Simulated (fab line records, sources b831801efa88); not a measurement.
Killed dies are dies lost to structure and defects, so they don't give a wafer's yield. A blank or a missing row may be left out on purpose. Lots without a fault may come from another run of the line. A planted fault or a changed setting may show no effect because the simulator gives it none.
fab line records | flow sky130
record lots=11 wafers=33 last_day=50
route steps=708 shown LDD_LDN@301 LI_CONTACT@383 LOCAL_INTERCONNECT@389
lots that met no fault: from a run of the same line without faults
start_h: hours from the record's first day to the start of the lot's first wafer shown | wait_h: hours since the lot's step before | " the same as in the row above | L1.1+2: a row that stands for several wafers | - no value, or no start given | * or withheld: withheld | < > ~ a bound
route shown NAME@n: a module of which the file shows steps, and the number in the route of the first | usual: mean/standard deviation of fault-free wafers | same: alike in all rows | chamber/n: place in a boat | sites: the reading at each site | _std_site: their standard deviation | _edge_site: outer sites' mean less inner sites' | radius_mm: how far each site lies from the wafer's centre | mask NAME#n: copy n | behind: the tool/chamber that last shaped the wafer | hold: why the lot was held/for how many hours/how that ended | device: the transistor (n, p or np) that didn't switch | end of line: the same wafers' tests at the end of the route | a step without rows: its recipe alone | killed: dies lost to structure and defects at the first sort, not the wafer's yield | map: a wafer's dies, x killed, . not, _ none there
set.NAME: the setting as run; set.NAME@STEP: as run at that earlier step | model.NAME: the simulator's own value behind a step, which no gauge read
steps of the route over a sample of lots; a table a step, a row a wafer
services: from which hour (start_h, from the record's first day; less than 0 if before it) a tool's chamber was out of use, for how many hours, and why
## steps
# step SKY_LDD_LDN_STRIP_12
# recipe chemistry=O2/N2 power_w=1400 pressure_mtorr=1500 platen_temp_c=withheld o2_flow_sccm=3000 n2_flow_sccm=300 overash_fraction=0.5
# usual drypump_motor_current_A=5.8/0.56 oes_product_au=0.715/0.0048 strip_time_to_endpoint_s=14.21/0.041
# columns lot.wafer tool chamber start_h wait_h drypump_motor_current_A oes_product_au rf_hours_counter_h strip_time_to_endpoint_s
L437.1 plasma_asher-02 0 530.25 0.1 6.4 0.711 10 14.15
L437.3 " 1 " " 6.3 0.719 - 14.23
L437.6 " 1 " " 6.3 0.721 - 14.26
L438.4 plasma_asher-01 1 555.43 0.1 5.4 0.717 - 14.23
L438.5 " 1 " " 5.4 0.719 - 14.19
L438.6 " 0 " " 6.1 0.715 - 14.19
L439.1 plasma_asher-02 0 556.17 0.1 6.4 0.713 12 14.22
L439.4 " 0 " " 6.4 0.710 - 14.24
L439.5 " 1 " " 6.3 0.712 - 14.19
L440.3 plasma_asher-02 1 560.48 0.1 6.3 0.714 - 14.26
L440.4 " 0 " " 6.4 0.712 - 14.26
L440.6 " 0 " " 6.4 0.718 - 14.25
L441.1 plasma_asher-04 1 567.66 0.1 5.1 0.717 43 14.25
L441.5 " 1 " " 5.1 0.725 - 14.26
L441.6 " 0 " " 5.1 0.720 - 14.28
L442.2 plasma_asher-02 1 581.37 0.1 6.3 0.711 15 14.16
L442.3 " 0 " " 6.4 0.717 - 14.09
L442.5 " 1 " " 6.3 0.718 - 14.19
L447.3 plasma_asher-04 1 626.10 0.1 5.1 0.710 - 14.13
L447.4 " 0 " " 5.2 0.712 - 14.25
L447.5 " 0 " " 5.1 0.713 - 14.24
L451.3 plasma_asher-01 1 658.68 0.1 5.4 0.716 - 14.22
L451.4 " 0 " " 6.1 0.714 - 14.14
L451.5 " 1 " " 5.4 0.715 - 14.24
L454.2 plasma_asher-01 0 693.70 0.1 6.1 0.710 96 14.21
L454.3 " 1 " " 5.4 0.722 - 14.28
L454.5 " 0 " " 6.1 0.718 - 14.26
L456.3 plasma_asher-04 1 697.00 0.1 5.1 0.713 - 14.17
L456.4 " 0 " " 5.2 0.718 - 14.24
L456.6 " 1 " " 5.1 0.715 - 14.24
L459.2 plasma_asher-04 0 716.69 0.1 5.1 0.721 55 14.26
L459.3 " 0 " " 5.1 0.719 - 14.22
L459.4 " 1 " " 5.1 0.713 - 14.23
# step SKY_LI_CONTACT_CVD_21
# recipe material=W target_thk_nm=400 time_s=120.56 temp_c=400 pressure_torr=40
# usual chamber_pressure_Torr=39.99/0.087 heater_power_outer_w=477/62 heater_power_w=797/90 susceptor_temp_C=400.02/0.22
# columns lot.wafer tool chamber start_h wait_h chamber_pressure_Torr heater_power_outer_w heater_power_w susceptor_temp_C
L437.1 cvd_w-01 1 682.25 0.0 40.03 567 877 399.82
L437.3 " 1 " " 39.82 570 879 400.12
L437.6 " 0 " " 40.09 562 955 400.29
L438.4 cvd_w-02 1 704.32 0.1 39.99 449 786 400.42
L438.5 " 0 " " 40.06 416 713 400.15
L438.6 " 1 " " 40.03 458 776 400.17
L439.1 cvd_w-02 0 706.71 0.0 39.92 419 718 400.08
L439.4 " 0 " " 39.90 416 670 399.93
L439.5 " 1 " " 39.96 463 778 399.67
L440.3 cvd_w-02 1 711.15 0.1 39.77 468 786 400.19
L440.4 " 0 " " 40.10 428 704 399.68
L440.6 " 1 " " 39.95 458 770 400.24
L441.1 cvd_w-01 0 716.82 0.0 39.99 558 960 400.21
L441.5 " 0 " " 40.07 568 967 400.39
L441.6 " 1 " " 39.91 572 893 400.04
L442.2 cvd_w-02 0 729.12 0.0 39.95 415 702 400.16
L442.3 " 1 " " 39.94 469 779 399.64
L442.5 " 0 " " 39.94 407 707 400.01
L447.3 cvd_w-01 1 770.22 0.1 35.05 548 894 400.19
L447.4 " 0 " " 39.93 583 945 400.00
L447.5 " 0 " " 40.11 585 953 400.12
L451.3 cvd_w-01 0 802.17 0.1 40.04 583 942 399.92
L451.4 " 1 " " 34.95 569 864 400.14
L451.5 " 1 " " 34.96 574 889 399.89
L454.2 cvd_w-02 1 835.40 0.0 40.04 465 780 400.15
L454.3 " 1 " " 39.99 447 773 399.98
L454.5 " 0 " " 40.12 430 700 399.95
L456.3 cvd_w-02 1 837.09 0.1 39.86 462 802 399.84
L456.4 " 0 " " 39.96 415 711 400.11
L456.6 " 1 " " 40.00 472 791 399.86
L459.2 cvd_w-02 1 858.37 0.0 40.06 464 785 399.70
L459.3 " 0 " " 39.96 419 722 400.05
L459.4 " 1 " " 40.19 459 771 399.88
# step SKY_LI_CONTACT_RS_MEAS_22
# recipe thk_meas_gauge=four-point-probe reads=W_of_LI_CONTACT_CVD_21+TiN_of_LI_CONTACT_SPUTTER_20+Ti_of_LI_CONTACT_SPUTTER_19
# usual LI_CONTACT_W_RS=0.284/0.0036
# columns lot.wafer tool chamber start_h wait_h hold LI_CONTACT_W_RS[ohm/sq]
L437.1 film_metro-02 - 682.37 0.1 - 0.287
L437.3 " - " " - 0.289
L437.6 " - " " - 0.280
L438.4 film_metro-01 - 704.47 0.1 - 0.281
L438.5 " - " " - 0.280
L438.6 " - " " - 0.281
L439.1 film_metro-04 - 706.84 0.1 - 0.286
L439.4 " - " " - 0.285
L439.5 " - " " - 0.285
L440.3 film_metro-02 - 711.28 0.1 - 0.282
L440.4 " - " " - 0.283
L440.6 " - " " - 0.284
L441.1 film_metro-04 - 716.94 0.1 - 0.281
L441.5 " - " " - 0.277
L441.6 " - " " - 0.291
L442.2 film_metro-02 - 729.27 0.1 - 0.279
L442.3 " - " " - 0.283
L442.5 " - " " - 0.285
L447.3 film_metro-04 - 770.35 0.1 await_dispo/0.2h/release 0.308
L447.4 " - " " await_dispo/0.2h/release 0.278
L447.5 " - " " await_dispo/0.2h/release 0.274
L447.3 film_metro-04 - 770.63 0.3 - 0.307
L447.4 " - " " - 0.279
L447.5 " - " " - 0.274
L451.3 film_metro-01 - 802.30 0.1 await_dispo/0.2h/release 0.280
L451.4 " - " " await_dispo/0.2h/release 0.313
L451.5 " - " " await_dispo/0.2h/release 0.312
L451.3 film_metro-01 - 802.58 0.3 - 0.281
L451.4 " - " " - 0.313
L451.5 " - " " - 0.312
L454.2 film_metro-01 - 835.55 0.1 - 0.285
L454.3 " - " " - 0.288
L454.5 " - " " - 0.286
L456.3 film_metro-04 - 837.22 0.1 - 0.284
L456.4 " - " " - 0.287
L456.6 " - " " - 0.288
L459.2 film_metro-04 - 858.51 0.1 - 0.289
L459.3 " - " " - 0.289
L459.4 " - " " - 0.293
# step SKY_LI_CONTACT_THK_MEAS_23
# recipe thk_meas_gauge=xrf reads=W_of_LI_CONTACT_CVD_21
# usual LI_CONTACT_W_THK=394/7
# columns lot.wafer tool chamber start_h wait_h hold LI_CONTACT_W_THK[nm]
L437.1 film_metro-02 - 682.49 0.1 - 386
L437.3 " - " " - 386
L437.6 " - " " - 399
L438.4 film_metro-01 - 704.56 0.1 - 390
L438.5 " - " " - 390
L438.6 " - " " - 394
L439.1 film_metro-04 - 706.96 0.1 - 395
L439.4 " - " " - 398
L439.5 " - " " - 396
L440.3 film_metro-02 - 711.38 0.1 - 396
L440.4 " - " " - 392
L440.6 " - " " - 393
L441.1 film_metro-04 - 717.06 0.1 - 402
L441.5 " - " " - 410
L441.6 " - " " - 390
L442.2 film_metro-02 - 729.38 0.1 - 401
L442.3 " - " " - 394
L442.5 " - " " - 389
L447.3 film_metro-02 - 777.06 6.4 await_dispo/0.2h/release 364
L447.4 " - " " await_dispo/0.2h/release 401
L447.5 " - " " await_dispo/0.2h/release 407
L447.3 film_metro-02 - 777.29 0.2 - 363
L447.4 " - " " - 404
L447.5 " - " " - 407
L451.3 film_metro-01 - 812.20 9.6 await_dispo/0.2h/release 391
L451.4 " - " " await_dispo/0.2h/release 351
L451.5 " - " " await_dispo/0.2h/release 351
L451.3 film_metro-01 - 816.34 4.1 - 398
L451.4 " - " " - 356
L451.5 " - " " - 359
L454.2 film_metro-01 - 835.66 0.1 - 386
L454.3 " - " " - 385
L454.5 " - " " - 388
L456.3 film_metro-04 - 837.32 0.1 - 405
L456.4 " - " " - 398
L456.6 " - " " - 398
L459.2 film_metro-04 - 858.62 0.1 - 392
L459.3 " - " " - 393
L459.4 " - " " - 388
# step SKY_LOCAL_INTERCONNECT_THK_MEAS_02
# recipe thk_meas_gauge=xrf reads=TiN_of_LOCAL_INTERCONNECT_SPUTTER_00
# usual LOCAL_INTERCONNECT_TIN_THK=101.3/0.97
# columns lot.wafer tool chamber start_h wait_h LOCAL_INTERCONNECT_TIN_THK[nm]
L437.1 film_metro-01 - 683.04 0.1 103.4
L437.3 " - " " 103.0
L437.6 " - " " 102.7
L438.4 film_metro-02 - 705.12 0.1 101.7
L438.5 " - " " 101.5
L438.6 " - " " 101.7
L439.1 film_metro-02 - 707.50 0.1 101.4
L439.4 " - " " 101.2
L439.5 " - " " 101.9
L440.3 film_metro-03 - 711.94 0.1 102.8
L440.4 " - " " 102.7
L440.6 " - " " 102.2
L441.1 film_metro-02 - 717.61 0.1 100.3
L441.5 " - " " 100.2
L441.6 " - " " 101.0
L442.2 film_metro-02 - 729.92 0.1 101.6
L442.3 " - " " 102.4
L442.5 " - " " 101.8
L447.3 film_metro-02 - 780.54 0.1 100.5
L447.4 " - " " 100.0
L447.5 " - " " 100.7
L451.3 film_metro-03 - 817.91 0.1 99.8
L451.4 " - " " 101.2
L451.5 " - " " 100.9
L454.2 film_metro-01 - 836.20 0.1 101.8
L454.3 " - " " 101.4
L454.5 " - " " 102.4
L456.3 film_metro-02 - 837.86 0.1 99.8
L456.4 " - " " 100.3
L456.6 " - " " 101.6
L459.2 film_metro-03 - 859.16 0.1 101.0
L459.3 " - " " 100.4
L459.4 " - " " 100.2
# step SKY_LOCAL_INTERCONNECT_CD_MEAS_11
# recipe target_cd_nm=170
# usual cd_nm=170.0/1.4
# columns lot.wafer tool chamber start_h wait_h cd_nm
L437.1 cd_sem-02 - 711.22 - 169.3
L437.3 " - " " 167.6
L437.6 " - " " 169.3
L438.4 cd_sem-02 - 732.33 - 172.6
L438.5 " - " " 172.7
L438.6 " - " " 171.8
L439.1 cd_sem-02 - 734.97 - 168.6
L439.4 " - " " 168.1
L439.5 " - " " 168.3
L440.3 cd_sem-01 - 739.76 - 170.7
L440.4 " - " " 169.0
L440.6 " - " " 169.9
L441.1 cd_sem-01 - 745.27 - 169.5
L441.5 " - " " 169.3
L441.6 " - " " 169.6
L442.2 cd_sem-02 - 757.49 - 170.7
L442.3 " - " " 171.2
L442.5 " - " " 171.0
L447.3 cd_sem-02 - 797.29 - 169.4
L447.4 " - " " 171.3
L447.5 " - " " 170.2
L451.3 cd_sem-02 - 830.24 - 169.0
L451.4 " - " " 169.1
L451.5 " - " " 171.3
L454.2 cd_sem-02 - 862.99 - 168.2
L454.3 " - " " 167.5
L454.5 " - " " 166.0
L456.3 cd_sem-02 - 864.74 - 169.5
L456.4 " - " " 168.9
L456.6 " - " " 170.0
L459.2 cd_sem-02 - 884.94 - 170.6
L459.3 " - " " 169.8
L459.4 " - " " 169.9
## services
# columns tool chamber start_h hours kind
cvd_w-01 - 513.84 1.3 repair
plasma_asher-04 - 530.05 0.4 repair
plasma_asher-02 - 536.14 2.8 pm
cvd_w-02 - 538.67 2.0 repair
plasma_asher-04 - 572.29 35.1 repair
plasma_asher-04 - 579.90 4.8 repair
cvd_w-01 - 601.67 6.9 pm
plasma_asher-01 - 607.63 14.6 pm
plasma_asher-02 - 657.32 3.9 repair
plasma_asher-01 - 733.75 9.0 pm
plasma_asher-01 0 733.75 9.0 vent_cycle
plasma_asher-01 1 733.75 9.0 vent_cycle
plasma_asher-02 - 738.53 1.2 repair
cvd_w-01 - 741.17 0.3 repair
plasma_asher-01 0 742.75 - clean
plasma_asher-01 1 742.75 - clean
cvd_w-01 - 751.63 7.6 repair
cvd_w-02 - 761.29 2.8 pm
plasma_asher-04 - 798.49 77.9 repair
plasma_asher-04 - 845.96 0.9 repair
cvd_w-01 0 850.31 12.8 repair
## key
first_sign step=SKY_LI_CONTACT_CVD_21 reading=chamber_pressure_Torr direction=down sigmas=57 usual=39.99 struck=34.99
effect step=SKY_LI_CONTACT_RS_MEAS_22 reading=visit direction=added
effect step=SKY_LI_CONTACT_RS_MEAS_22 reading=LI_CONTACT_W_RS direction=up sigmas=7.4 usual=0.284 struck=0.311
effect step=SKY_LI_CONTACT_THK_MEAS_23 reading=visit direction=added
effect step=SKY_LI_CONTACT_THK_MEAS_23 reading=LI_CONTACT_W_THK direction=down sigmas=5.4 usual=394 struck=355
met_at SKY_LI_CONTACT_CVD_21
struck_lots L447,L451
struck_wafers L447.3,L451.4,L451.5
tester_left_out L447,L451
not_acting_at SKY_LDD_LDN_STRIP_12,SKY_LOCAL_INTERCONNECT_THK_MEAS_02,SKY_LOCAL_INTERCONNECT_CD_MEAS_11
onset_between 716.82 770.22
fault kind=process_parameter_drift tool=cvd_w-01 chamber=1 onset_h=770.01 steps=SKY_LI_CONTACT_CVD_21 channel=pressure_torr offset=-5.0096 shape=step end_h=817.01 acts_in=these_recipes_only stated=40
# tester_left_out: of these lots the tester's yield and bins aren't shown, on N5 and GAA mostly nor the transistor test; their killed dies are dies lost to structure and defects alone, not to doping, threshold or leakage, so they don't give the yield
